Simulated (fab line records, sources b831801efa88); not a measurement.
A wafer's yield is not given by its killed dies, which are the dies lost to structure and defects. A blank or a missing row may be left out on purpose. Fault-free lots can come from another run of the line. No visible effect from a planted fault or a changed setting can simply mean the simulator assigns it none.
fab line records    flow sky130
record: lots: 12  wafers: 36  last-day: 50
route steps=708 shown FIELD_ISO@5 NWELL@34 PAD_OPEN@708
lots that met no fault: taken from a fault-free run of the same line
start-h: hours from the record's opening day to when the first of the lot's shown wafers began    wait-h: hours since the lot's step before    " identical to the entry in the row above    L1.1+2: one row covering several wafers at once    - no value, or no start was given    * or withheld: withheld    < > ~ a bound
route shown NAME@n: NAME is a module with steps in the file, n the number in the route of the first one    usual: the fault-free wafers' mean and standard deviation    same: alike in all rows    chamber/n: place in a boat    sites: each site's reading    _std_site: standard deviation of those values    _edge_site: mean of outer sites minus mean of inner sites    radius-mm: how far each site lies from the wafer's centre    mask NAME#n: copy n    behind: the last tool/chamber to shape the wafer    hold: cause of the lot's hold/its duration in hours/its outcome    device: whichever transistor did not switch (one of n, p or np)    end of line: the tests these same wafers got at the end of their route    where a step has no rows: the recipe by itself    killed: the dies lost at the first sort to structure and to defects; this is not the yield of the wafer    map: dies across one wafer; x = killed, . = not, _ = none there
set.NAME: setting as actually run; set.NAME@STEP: the setting as run at that earlier step    model.NAME: the simulator's own value behind a step, which no gauge read
route steps across a sampled set of lots; one table per step, one row per wafer
services: when a tool's chamber went out of use (start-h, in hours from the record's first day, below 0 if earlier), for how many hours, and the reason
== steps ==
step: SKY_FIELD_ISO_THK_MEAS_04
recipe: reads: Si3N4_of_FIELD_ISO_CVD_03
usual: FIELD_ISO_CVD_03_THK: 165.0/1.7
lot.wafer  tool           chamber  start-h  wait-h  FIELD_ISO_CVD_03_THK[nm]
L534.3     film-metro-04  -        14.17    0.0     168.6
L534.4     "              -        "        "       167.9
L534.5     "              -        "        "       168.2
L535.1     film-metro-02  -        18.48    0.0     164.4
L535.4     "              -        "        "       165.4
L535.6     "              -        "        "       165.3
L538.1     film-metro-03  -        33.99    0.0     166.5
L538.4     "              -        "        "       166.3
L538.5     "              -        "        "       166.9
L540.1     film-metro-04  -        43.48    0.0     166.4
L540.4     "              -        "        "       165.0
L540.5     "              -        "        "       166.6
L542.3     film-metro-02  -        55.58    0.0     162.7
L542.4     "              -        "        "       162.5
L542.6     "              -        "        "       163.4
L550.2     film-metro-02  -        96.44    0.0     163.3
L550.3     "              -        "        "       161.3
L550.4     "              -        "        "       161.3
L551.1     film-metro-04  -        98.69    0.0     163.4
L551.2     "              -        "        "       164.1
L551.4     "              -        "        "       164.5
L552.3     film-metro-04  -        104.20   0.0     164.4
L552.5     "              -        "        "       162.8
L552.6     "              -        "        "       162.9
L553.2     film-metro-02  -        108.49   0.0     163.7
L553.3     "              -        "        "       163.5
L553.5     "              -        "        "       162.8
L555.1     film-metro-04  -        123.67   0.0     162.9
L555.4     "              -        "        "       163.8
L555.6     "              -        "        "       163.9
L556.1     film-metro-02  -        123.67   0.0     163.0
L556.2     "              -        "        "       163.4
L556.5     "              -        "        "       163.4
L557.1     film-metro-04  -        136.26   0.0     168.0
L557.2     "              -        "        "       166.3
L557.4     "              -        "        "       166.2
step: SKY_FIELD_ISO_EXPOSE_10
recipe: mask-id: FOM  na: 0.68  source-shape: annular  sigma-inner: 0.4  sigma-outer: 0.8  target-cd-nm: 150  dose-mj: 28
usual: reticle-temp-C: 23.02/0.1
lot.wafer  tool            chamber  start-h  wait-h  mask      reticle-temp-C
L534.3     krf-scanner-01  0        21.48    -       FOM#0     23.04
L534.4     "               0        "        "       FOM#0     23.16
L534.5     "               0        "        "       FOM#0     23.03
L535.1     krf-scanner-02  0        26.53    -       FOM#0     23.05
L535.4     "               0        "        "       FOM#0     22.90
L535.6     "               0        "        "       FOM#0     23.09
L538.1     krf-scanner-01  0        41.92    -       FOM#0     23.07
L538.4     "               0        "        "       FOM#0     23.07
L538.5     "               0        "        "       FOM#0     23.10
L540.1     krf-scanner-01  0        51.72    -       FOM#0     22.94
L540.4     "               0        "        "       FOM#0     22.91
L540.5     "               0        "        "       FOM#0     23.11
L542.3     krf-scanner-01  0        64.52    -       FOM_R1#0  22.92
L542.4     "               0        "        "       FOM_R1#0  23.08
L542.6     "               0        "        "       FOM_R1#0  23.08
L550.2     krf-scanner-02  0        106.29   -       FOM#0     23.08
L550.3     "               0        "        "       FOM#0     22.72
L550.4     "               0        "        "       FOM#0     22.96
L551.1     krf-scanner-01  0        107.73   -       FOM#0     23.23
L551.2     "               0        "        "       FOM#0     23.09
L551.4     "               0        "        "       FOM#0     23.11
L552.3     krf-scanner-02  0        113.28   -       FOM#0     22.97
L552.5     "               0        "        "       FOM#0     22.80
L552.6     "               0        "        "       FOM#0     22.90
L553.2     krf-scanner-02  0        117.62   -       FOM#0     22.97
L553.3     "               0        "        "       FOM#0     23.00
L553.5     "               0        "        "       FOM#0     22.95
L555.1     krf-scanner-01  0        133.24   -       FOM#0     22.99
L555.4     "               0        "        "       FOM#0     23.07
L555.6     "               0        "        "       FOM#0     23.04
L556.1     krf-scanner-02  0        133.48   -       FOM#0     22.98
L556.2     "               0        "        "       FOM#0     23.00
L556.5     "               0        "        "       FOM#0     23.05
L557.1     krf-scanner-01  0        146.17   -       FOM#0     23.09
L557.2     "               0        "        "       FOM#0     22.93
L557.4     "               0        "        "       FOM#0     23.07
step: SKY_FIELD_ISO_CD_MEAS_13
recipe: target-cd-nm: 150
usual: cd-nm: 150.1/1.6
lot.wafer  tool       chamber  start-h  wait-h  hold                      cd-nm
L534.3     cd-sem-02  -        28.84    -       -                         146.1
L534.4     "          -        "        "       -                         147.1
L534.5     "          -        "        "       -                         145.6
L535.1     cd-sem-01  -        33.72    -       -                         150.8
L535.4     "          -        "        "       -                         150.3
L535.6     "          -        "        "       -                         149.6
L538.1     cd-sem-02  -        49.30    -       -                         151.3
L538.4     "          -        "        "       -                         150.0
L538.5     "          -        "        "       -                         150.7
L540.1     cd-sem-01  -        59.15    -       -                         147.2
L540.4     "          -        "        "       -                         146.9
L540.5     "          -        "        "       -                         148.0
L542.3     cd-sem-02  -        72.64    -       await-dispo/0.2h/release  142.6
L542.4     "          -        "        "       await-dispo/0.2h/release  142.6
L542.6     "          -        "        "       await-dispo/0.2h/release  140.5
L542.3     cd-sem-02  -        73.15    0.5     -                         142.7
L542.4     "          -        "        "       -                         142.7
L542.6     "          -        "        "       -                         140.5
L550.2     cd-sem-02  -        114.67   -       -                         148.9
L550.3     "          -        "        "       -                         150.1
L550.4     "          -        "        "       -                         150.4
L551.1     cd-sem-01  -        116.25   -       -                         149.8
L551.2     "          -        "        "       -                         150.4
L551.4     "          -        "        "       -                         151.0
L552.3     cd-sem-02  -        121.89   -       -                         150.1
L552.5     "          -        "        "       -                         151.7
L552.6     "          -        "        "       -                         150.5
L553.2     cd-sem-02  -        126.37   -       -                         151.7
L553.3     "          -        "        "       -                         152.7
L553.5     "          -        "        "       -                         152.5
L555.1     cd-sem-01  -        142.87   -       -                         150.0
L555.4     "          -        "        "       -                         147.8
L555.6     "          -        "        "       -                         149.7
L556.1     cd-sem-02  -        143.22   -       -                         151.4
L556.2     "          -        "        "       -                         150.0
L556.5     "          -        "        "       -                         151.3
L557.1     cd-sem-02  -        153.97   -       -                         152.5
L557.2     "          -        "        "       -                         152.7
L557.4     "          -        "        "       -                         153.1
step: SKY_FIELD_ISO_ETCH_15
recipe: chemistry: CHF3/O2  target-depth-nm: 180  stop-on: Si  source-w: 600  bias-w: 200  pressure-mtorr: 40  chf3-flow-sccm: 50  O2_flow_sccm: 5  time-s: 72
usual: drypump-motor-current-A: 5.7/0.38  oes-product-au: 0.946/0.0074  throttle-valve-pct: 8.845/0.0092
lot.wafer  tool         chamber  start-h  wait-h  drypump-motor-current-A  oes-product-au  rf-hours-counter-h  throttle-valve-pct
L534.3     rie-diel-04  2        28.96    0.0     6.1                      0.960           78                  8.837
L534.4     "            3        "        "       5.8                      0.959           106                 8.833
L534.5     "            0        "        "       5.6                      0.959           -                   8.846
L535.1     rie-diel-04  1        33.88    0.0     6.2                      0.941           3                   8.851
L535.4     "            0        "        "       5.6                      0.946           161                 8.856
L535.6     "            3        "        "       5.8                      0.944           -                   8.840
L538.1     rie-diel-04  3        49.46    0.0     5.8                      0.947           107                 8.840
L538.4     "            1        "        "       6.2                      0.953           3                   8.841
L538.5     "            2        "        "       6.1                      0.953           -                   8.856
L540.1     rie-diel-04  0        59.31    0.0     5.6                      0.944           161                 8.848
L540.4     "            3        "        "       5.8                      0.948           107                 8.856
L540.5     "            1        "        "       6.1                      0.955           -                   8.847
L542.3     rie-diel-04  2        76.87    0.0     6.1                      0.938           79                  8.831
L542.4     "            0        "        "       5.6                      0.936           161                 8.843
L542.6     "            0        "        "       5.5                      0.948           -                   8.850
L550.2     rie-diel-04  0        114.81   0.0     5.5                      0.934           162                 8.845
L550.3     "            1        "        "       6.2                      0.937           5                   8.858
L550.4     "            2        "        "       6.1                      0.931           80                  8.855
L551.1     rie-diel-03  1        116.41   0.0     5.2                      0.939           1                   8.852
L551.2     "            3        "        "       5.4                      0.943           111                 8.833
L551.4     "            2        "        "       5.4                      0.942           28                  8.835
L552.3     rie-diel-03  0        122.01   0.0     6.2                      0.944           137                 8.852
L552.5     "            1        "        "       5.2                      0.934           -                   8.847
L552.6     "            0        "        "       6.2                      0.933           -                   8.840
L553.2     rie-diel-02  0        126.51   0.0     5.0                      0.945           50                  8.841
L553.3     "            3        "        "       6.0                      0.938           7                   8.834
L553.5     "            2        "        "       5.2                      0.938           -                   8.826
L555.1     rie-diel-03  1        143.03   0.0     5.2                      0.935           1                   8.843
L555.4     "            3        "        "       5.4                      0.945           111                 8.839
L555.6     "            2        "        "       5.4                      0.941           -                   8.828
L556.1     rie-diel-04  0        143.38   0.0     5.6                      0.938           0                   8.837
L556.2     "            2        "        "       6.1                      0.938           80                  8.847
L556.5     "            0        "        "       5.5                      0.938           -                   8.847
L557.1     rie-diel-04  0        154.13   0.0     5.5                      0.955           0                   8.844
L557.2     "            1        "        "       6.2                      0.953           6                   8.840
L557.4     "            3        "        "       5.8                      0.949           109                 8.852
step: SKY_NWELL_THK_MEAS_02
recipe: reads: SiO2_of_NWELL_OXIDATION_01
usual: NWELL_OXIDATION_THK: 10.11/0.17
lot.wafer  tool           chamber  start-h  wait-h  NWELL_OXIDATION_THK[nm]
L534.3     film-metro-01  -        35.73    0.0     9.86
L534.4     "              -        "        "       9.96
L534.5     "              -        "        "       10.04
L535.1     film-metro-01  -        40.08    0.0     10.30
L535.4     "              -        "        "       10.43
L535.6     "              -        "        "       10.46
L538.1     film-metro-04  -        58.12    0.0     10.24
L538.4     "              -        "        "       9.94
L538.5     "              -        "        "       10.35
L540.1     film-metro-04  -        64.98    0.0     10.02
L540.4     "              -        "        "       9.92
L540.5     "              -        "        "       10.07
L542.3     film-metro-03  -        85.44    0.0     9.99
L542.4     "              -        "        "       9.99
L542.6     "              -        "        "       9.96
L551.1     film-metro-03  -        132.60   0.0     10.07
L551.2     "              -        "        "       10.25
L551.4     "              -        "        "       10.04
L550.2     film-metro-01  -        132.61   0.0     9.86
L550.3     "              -        "        "       9.82
L550.4     "              -        "        "       9.87
L552.3     film-metro-04  -        132.68   0.1     10.16
L552.5     "              -        "        "       10.25
L552.6     "              -        "        "       10.13
L553.2     film-metro-04  -        136.42   0.0     9.94
L553.3     "              -        "        "       9.98
L553.5     "              -        "        "       9.81
L555.1     film-metro-04  -        149.05   0.0     10.00
L555.4     "              -        "        "       9.98
L555.6     "              -        "        "       10.04
L556.1     film-metro-03  -        149.21   0.0     10.12
L556.2     "              -        "        "       9.98
L556.5     "              -        "        "       9.92
L557.1     film-metro-03  -        161.53   0.0     9.99
L557.2     "              -        "        "       9.92
L557.4     "              -        "        "       10.13
step: SKY_PAD_OPEN_PROBE_99
usual: killed_at_M0_to_M3: 45/7.5  killed_at_M4_up: 3.2/1.8  killed-at-contacts: 24/4.9  killed-at-front-end: 15/4.4  killed-at-other: 0.3/0.54  killed-dies: 87/9.8  killed-open: 47/6.4  killed-short: 40/6.5
same: gross-dies: 492  killed-at-back-side: 0
lot.wafer  tool       chamber  start-h  wait-h  killed_at_M0_to_M3  killed_at_M4_up  killed-at-contacts  killed-at-front-end  killed-at-other  killed-dies  killed-open  killed-short
L534.3     prober-02  -        1075.76  0.2     56                  2                21                  13                   1                93           48           44
L534.4     prober-02  -        1075.81  0.2     51                  2                22                  11                   3                89           48           38
L534.5     prober-02  -        1075.86  0.2     57                  5                24                  12                   0                98           48           49
L535.1     prober-01  -        1083.11  0.1     32                  5                14                  19                   0                70           37           33
L535.4     prober-01  -        1083.26  0.2     46                  3                19                  13                   0                81           37           44
L535.6     prober-01  -        1083.36  0.2     36                  3                23                  16                   0                78           42           36
L538.1     prober-01  -        1108.31  0.1     41                  0                22                  11                   1                75           50           25
L538.4     prober-01  -        1108.46  0.2     45                  5                22                  9                    0                81           48           33
L538.5     prober-01  -        1108.51  0.2     38                  4                23                  11                   0                76           49           27
L540.1     prober-02  -        1110.17  0.1     39                  2                35                  18                   0                94           46           48
L540.4     prober-02  -        1110.32  0.2     51                  8                21                  14                   0                94           55           39
L540.5     prober-02  -        1110.37  0.2     48                  2                21                  12                   0                83           52           31
L542.3     prober-01  -        1135.61  0.2     32                  4                31                  9                    0                76           40           36
L542.4     prober-01  -        1135.66  0.2     35                  7                28                  15                   0                85           45           40
L542.6     prober-01  -        1135.76  0.2     50                  4                33                  15                   0                102          59           42
L551.1     prober-01  -        1182.12  0.1     51                  3                22                  20                   0                96           56           39
L551.2     prober-01  -        1182.17  0.1     37                  4                22                  20                   1                84           35           48
L551.4     prober-01  -        1182.27  0.2     44                  2                30                  20                   0                96           53           43
L550.2     prober-02  -        1185.46  0.1     45                  0                21                  9                    0                75           39           36
L550.3     prober-02  -        1185.51  0.2     44                  1                26                  17                   1                89           42           47
L550.4     prober-02  -        1185.56  0.2     41                  2                29                  12                   0                84           46           38
L552.3     prober-01  -        1186.15  0.2     41                  5                27                  15                   1                89           39           48
L552.5     prober-01  -        1186.25  0.2     39                  3                26                  22                   1                91           49           42
L552.6     prober-01  -        1186.30  0.2     42                  3                20                  20                   1                86           51           34
L553.2     prober-02  -        1187.25  0.1     41                  2                20                  13                   0                76           47           29
L553.3     prober-02  -        1187.30  0.2     46                  4                26                  12                   0                88           47           40
L553.5     prober-02  -        1187.40  0.2     51                  3                19                  12                   1                86           51           35
L556.1     prober-02  -        1197.59  0.1     53                  3                20                  14                   1                91           42           49
L556.2     prober-02  -        1197.64  0.1     35                  2                29                  14                   0                80           38           42
L556.5     prober-02  -        1197.79  0.2     36                  1                27                  11                   0                75           37           38
L555.1     prober-01  -        1198.36  0.1     60                  5                23                  10                   0                98           52           46
L555.4     prober-01  -        1198.51  0.2     43                  2                19                  10                   1                75           30           45
L555.6     prober-01  -        1198.61  0.2     48                  3                19                  11                   0                81           38           43
L557.1     prober-01  -        1202.96  0.1     42                  3                31                  13                   0                89           52           36
L557.2     prober-01  -        1203.01  0.1     41                  0                28                  8                    1                78           38           40
L557.4     prober-01  -        1203.11  0.2     41                  2                19                  19                   0                81           41           40
killed by level:class
L534.3 VIA1:geometric-particle:open=11 METAL1:geometric-particle:short=10 VIA2:geometric-particle:open=9 CONTACT:geometric-particle:open=8 VIA3:geometric-particle:open=7 METAL2:geometric-particle:short=7 FIELD_ISO:geometric-particle:short=6 LI_CONTACT:geometric-particle:open=5
L534.4 VIA1:geometric-particle:open=13 LI_CONTACT:geometric-particle:open=6 CONTACT:geometric-particle:open=6 METAL1:geometric-particle:short=6 VIA2:geometric-particle:open=6 METAL2:geometric-particle:short=5 LOCAL_INTERCONNECT:geometric-particle:short=5 VIA3:geometric-particle:open=5
L534.5 VIA1:geometric-particle:open=15 CONTACT:geometric-particle:open=9 VIA1:geometric-particle:short=8 VIA2:geometric-particle:open=7 METAL3:geometric-particle:short=6 LOCAL_INTERCONNECT:geometric-particle:short=6 LI_CONTACT:geometric-particle:open=5 FIELD_ISO:geometric-particle:short=4
L535.1 METAL1:geometric-particle:short=9 VIA1:geometric-particle:open=9 FIELD_ISO:geometric-particle:open=6 CONTACT:geometric-particle:open=5 FIELD_ISO:geometric-particle:short=4 POLY_GATE:geometric-particle:open=4 POLY_GATE:geometric-particle:short=4 METAL2:geometric-particle:short=4
L535.4 METAL1:geometric-particle:short=13 VIA1:geometric-particle:open=13 CONTACT:geometric-particle:open=9 LI_CONTACT:geometric-particle:open=5 VIA1:geometric-particle:short=5 VIA3:geometric-particle:short=5 FIELD_ISO:geometric-particle:short=4 LOCAL_INTERCONNECT:geometric-particle:short=3
L535.6 VIA1:geometric-particle:open=9 CONTACT:geometric-particle:open=8 VIA1:geometric-particle:short=7 VIA2:geometric-particle:open=6 VIA3:geometric-particle:open=6 FIELD_ISO:geometric-particle:open=5 LI_CONTACT:geometric-particle:open=5 FIELD_ISO:geometric-particle:short=4
L538.1 VIA1:geometric-particle:open=15 CONTACT:geometric-particle:open=13 LI_CONTACT:geometric-particle:open=7 VIA1:geometric-particle:short=5 METAL2:geometric-particle:short=4 SPACER:geometric-particle:open=3 METAL2:geometric-particle:open=3 VIA2:geometric-particle:short=3
L538.4 VIA1:geometric-particle:open=11 LI_CONTACT:geometric-particle:open=9 VIA2:geometric-particle:open=8 CONTACT:geometric-particle:open=7 METAL1:geometric-particle:short=5 METAL2:geometric-particle:open=5 METAL4:geometric-particle:short=5 POLY_GATE:geometric-particle:short=4
L538.5 VIA1:geometric-particle:open=14 CONTACT:geometric-particle:open=10 LI_CONTACT:geometric-particle:open=5 CONTACT:geometric-particle:short=5 VIA2:geometric-particle:open=5 METAL2:geometric-particle:short=4 VIA3:geometric-particle:open=4 METAL4:geometric-particle:short=3
L540.1 CONTACT:geometric-particle:open=13 LOCAL_INTERCONNECT:geometric-particle:short=9 LI_CONTACT:geometric-particle:open=8 VIA1:geometric-particle:open=8 VIA1:geometric-particle:short=8 VIA3:geometric-particle:open=7 FIELD_ISO:geometric-particle:short=6 POLY_GATE:geometric-particle:open=4
L540.4 VIA3:geometric-particle:open=11 CONTACT:geometric-particle:open=11 VIA1:geometric-particle:open=9 FIELD_ISO:geometric-particle:short=6 LI_CONTACT:geometric-particle:open=6 VIA2:geometric-particle:short=6 METAL1:geometric-particle:short=6 VIA2:geometric-particle:open=6
L540.5 LI_CONTACT:geometric-particle:open=10 VIA3:geometric-particle:open=9 VIA2:geometric-particle:open=8 VIA1:geometric-particle:open=7 METAL2:geometric-particle:short=6 CONTACT:geometric-particle:open=6 VIA1:geometric-particle:short=4 METAL2:geometric-particle:open=4
L542.3 LI_CONTACT:geometric-particle:short=9 LI_CONTACT:geometric-particle:open=7 CONTACT:geometric-particle:open=7 LOCAL_INTERCONNECT:geometric-particle:short=6 VIA2:geometric-particle:open=6 VIA3:geometric-particle:open=6 VIA1:geometric-particle:short=5 VIA1:geometric-particle:open=5
L542.4 LI_CONTACT:geometric-particle:open=8 CONTACT:geometric-particle:open=7 VIA2:geometric-particle:open=7 VIA1:geometric-particle:open=6 VIA3:geometric-particle:short=6 LOCAL_INTERCONNECT:geometric-particle:short=5 FIELD_ISO:geometric-particle:open=4 METAL3:geometric-particle:short=4
L542.6 LI_CONTACT:geometric-particle:open=12 VIA1:geometric-particle:open=11 LOCAL_INTERCONNECT:geometric-particle:short=7 CONTACT:geometric-particle:open=7 VIA2:geometric-particle:open=7 VIA3:geometric-particle:open=7 VIA1:geometric-particle:short=6 FIELD_ISO:geometric-particle:short=5
L551.1 VIA2:geometric-particle:open=12 VIA1:geometric-particle:open=10 LI_CONTACT:geometric-particle:open=9 CONTACT:geometric-particle:open=8 VIA1:geometric-particle:short=8 FIELD_ISO:geometric-particle:short=6 METAL2:geometric-particle:short=6 FIELD_ISO:geometric-particle:open=5
L551.2 VIA1:geometric-particle:short=8 CONTACT:geometric-particle:open=7 METAL2:geometric-particle:short=7 FIELD_ISO:geometric-particle:open=6 FIELD_ISO:geometric-particle:short=5 POLY_GATE:geometric-particle:short=5 CONTACT:geometric-particle:short=5 VIA1:geometric-particle:open=5
L551.4 CONTACT:geometric-particle:open=11 LI_CONTACT:geometric-particle:open=8 VIA2:geometric-particle:open=7 METAL1:geometric-particle:short=6 METAL2:geometric-particle:short=6 POLY_GATE:geometric-particle:open=5 VIA1:geometric-particle:short=5 VIA3:geometric-particle:open=5
L550.2 METAL1:geometric-particle:short=10 VIA3:geometric-particle:open=9 CONTACT:geometric-particle:open=8 VIA1:geometric-particle:open=7 CONTACT:geometric-particle:short=5 LI_CONTACT:geometric-particle:open=5 METAL2:geometric-particle:short=4 POLY_GATE:geometric-particle:short=3
L550.3 VIA1:geometric-particle:open=8 METAL2:geometric-particle:short=6 LI_CONTACT:geometric-particle:open=6 LI_CONTACT:geometric-particle:short=6 CONTACT:geometric-particle:open=6 LOCAL_INTERCONNECT:geometric-particle:short=5 METAL1:geometric-particle:short=5 VIA2:geometric-particle:open=5
L550.4 LI_CONTACT:geometric-particle:open=11 CONTACT:geometric-particle:open=8 VIA3:geometric-particle:open=8 VIA1:geometric-particle:open=7 METAL1:geometric-particle:short=6 VIA2:geometric-particle:open=6 POLY_GATE:geometric-particle:short=5 METAL2:geometric-particle:short=5
L552.3 VIA1:geometric-particle:open=9 CONTACT:geometric-particle:short=7 VIA3:geometric-particle:open=7 CONTACT:geometric-particle:open=6 METAL1:geometric-particle:short=6 LI_CONTACT:geometric-particle:open=5 METAL2:geometric-particle:short=5 POLY_GATE:geometric-particle:open=4
L552.5 VIA1:geometric-particle:open=10 LI_CONTACT:geometric-particle:open=7 METAL1:geometric-particle:short=7 VIA2:geometric-particle:open=7 FIELD_ISO:geometric-particle:open=6 POLY_GATE:geometric-particle:open=6 CONTACT:geometric-particle:open=6 LOCAL_INTERCONNECT:geometric-particle:short=5
L552.6 VIA1:geometric-particle:open=10 VIA2:geometric-particle:open=8 CONTACT:geometric-particle:open=7 METAL1:geometric-particle:short=5 POLY_GATE:geometric-particle:short=5 LI_CONTACT:geometric-particle:open=5 CONTACT:geometric-particle:short=5 POLY_GATE:geometric-particle:open=4
L553.2 VIA1:geometric-particle:open=12 FIELD_ISO:geometric-particle:open=6 CONTACT:geometric-particle:open=6 METAL1:geometric-particle:short=6 VIA2:geometric-particle:open=5 VIA3:geometric-particle:open=5 POLY_GATE:geometric-particle:open=4 CONTACT:geometric-particle:short=4
L553.3 VIA1:geometric-particle:open=12 CONTACT:geometric-particle:open=10 METAL1:geometric-particle:short=8 METAL2:geometric-particle:short=7 VIA3:geometric-particle:open=7 LI_CONTACT:geometric-particle:open=5 VIA2:geometric-particle:open=5 CONTACT:geometric-particle:short=5
L553.5 VIA1:geometric-particle:open=11 CONTACT:geometric-particle:open=8 VIA2:geometric-particle:open=8 VIA2:geometric-particle:short=8 METAL1:geometric-particle:short=7 VIA3:geometric-particle:open=6 FIELD_ISO:geometric-particle:open=4 LI_CONTACT:geometric-particle:open=3
L556.1 METAL2:geometric-particle:short=11 VIA1:geometric-particle:open=11 VIA3:geometric-particle:open=8 VIA1:geometric-particle:short=7 CONTACT:geometric-particle:short=6 METAL1:geometric-particle:short=6 FIELD_ISO:geometric-particle:short=5 LI_CONTACT:geometric-particle:open=5
L556.2 CONTACT:geometric-particle:open=9 LI_CONTACT:geometric-particle:open=8 LOCAL_INTERCONNECT:geometric-particle:short=8 POLY_GATE:geometric-particle:short=6 VIA1:geometric-particle:open=6 METAL2:geometric-particle:short=5 FIELD_ISO:geometric-particle:open=4 FIELD_ISO:geometric-particle:short=4
L556.5 LI_CONTACT:geometric-particle:open=8 VIA1:geometric-particle:open=7 LOCAL_INTERCONNECT:geometric-particle:short=6 LI_CONTACT:geometric-particle:short=5 METAL1:geometric-particle:short=5 VIA1:geometric-particle:short=5 VIA3:geometric-particle:open=4 FIELD_ISO:geometric-particle:open=3
L555.1 METAL2:geometric-particle:short=10 VIA2:geometric-particle:open=10 CONTACT:geometric-particle:open=9 VIA1:geometric-particle:open=9 VIA3:geometric-particle:open=9 LI_CONTACT:geometric-particle:open=8 VIA1:geometric-particle:short=7 METAL3:geometric-particle:short=6
L555.4 LI_CONTACT:geometric-particle:open=7 VIA1:geometric-particle:short=7 CONTACT:geometric-particle:open=7 VIA1:geometric-particle:open=7 VIA2:geometric-particle:short=7 FIELD_ISO:geometric-particle:short=6 METAL2:geometric-particle:short=5 CONTACT:geometric-particle:short=4
L555.6 VIA2:geometric-particle:open=9 METAL2:geometric-particle:short=7 CONTACT:geometric-particle:open=7 LI_CONTACT:geometric-particle:open=5 METAL1:geometric-particle:short=5 VIA1:geometric-particle:short=5 VIA1:geometric-particle:open=5 CONTACT:geometric-particle:short=4
L557.1 CONTACT:geometric-particle:open=16 VIA1:geometric-particle:open=13 METAL2:geometric-particle:short=6 CONTACT:geometric-particle:short=6 VIA2:geometric-particle:open=6 LI_CONTACT:geometric-particle:open=5 VIA1:geometric-particle:short=5 VIA2:geometric-particle:short=5
L557.2 CONTACT:geometric-particle:open=9 VIA2:geometric-particle:open=9 LI_CONTACT:geometric-particle:open=7 METAL1:geometric-particle:short=7 VIA1:geometric-particle:open=7 CONTACT:geometric-particle:short=6 METAL2:geometric-particle:short=6 METAL3:geometric-particle:short=4
L557.4 VIA1:geometric-particle:open=8 POLY_GATE:geometric-particle:open=7 VIA3:geometric-particle:open=6 CONTACT:geometric-particle:short=5 VIA1:geometric-particle:short=4 FIELD_ISO:geometric-particle:short=4 POLY_GATE:geometric-particle:short=4 METAL3:geometric-particle:short=4
== services ==
tool            chamber  start-h  hours  kind
rie-diel-02     0        0.12     4.0    repair
rie-diel-03     0        2.25     21.4   repair
krf-scanner-01  -        4.23     0.7    repair
rie-diel-02     0        9.46     4.6    repair
krf-scanner-02  -        32.46    7.2    pm
krf-scanner-02  -        39.66    1.0    pm
krf-scanner-02  -        41.86    3.4    repair
krf-scanner-02  -        43.95    0.7    repair
krf-scanner-01  -        45.32    4.0    pm
krf-scanner-01  -        53.39    4.7    repair
rie-diel-02     -        56.99    0.2    repair
krf-scanner-01  -        58.05    0.8    pm
krf-scanner-02  -        61.37    1.3    pm
krf-scanner-01  -        68.07    1.0    pm
krf-scanner-02  -        72.43    3.6    pm
krf-scanner-02  -        93.02    3.9    repair
krf-scanner-01  -        95.29    0.2    repair
krf-scanner-01  -        102.43   4.4    pm
rie-diel-02     -        110.20   0.9    repair
krf-scanner-01  -        111.16   2.8    repair
krf-scanner-01  -        113.96   1.3    pm
rie-diel-04     0        114.87   -      clean
rie-diel-04     0        114.87   25.0   scheduled-down
rie-diel-03     3        139.12   3.6    repair
== key ==
first-sign: step: SKY_FIELD_ISO_EXPOSE_10  reading: mask  direction: changed
effect: step: SKY_FIELD_ISO_CD_MEAS_13  reading: visit  direction: added
effect: step: SKY_FIELD_ISO_CD_MEAS_13  reading: cd-nm  direction: down  sigmas: 5.1  usual: 150.1  struck: 141.9
met-at SKY_FIELD_ISO_EXPOSE_10
struck-lots L542
tester-left-out L542
not-acting-at SKY_FIELD_ISO_THK_MEAS_04,SKY_FIELD_ISO_ETCH_15,SKY_NWELL_THK_MEAS_02
onset-between 51.72 64.52
fault: kind: wrong-mask  tool: any  chamber: -  onset-h: 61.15  steps: SKY_FIELD_ISO_EXPOSE_10  aux-copy: FOM_R1#0  cd-offset-nm: -8  scope: struck-lots-only
tester-left-out: of these lots the tester's yield and bins aren't shown, on N5 and GAA mostly nor the transistor test; their killed dies are dies lost to structure and defects alone, not to doping, threshold or leakage, so they don't give the yield
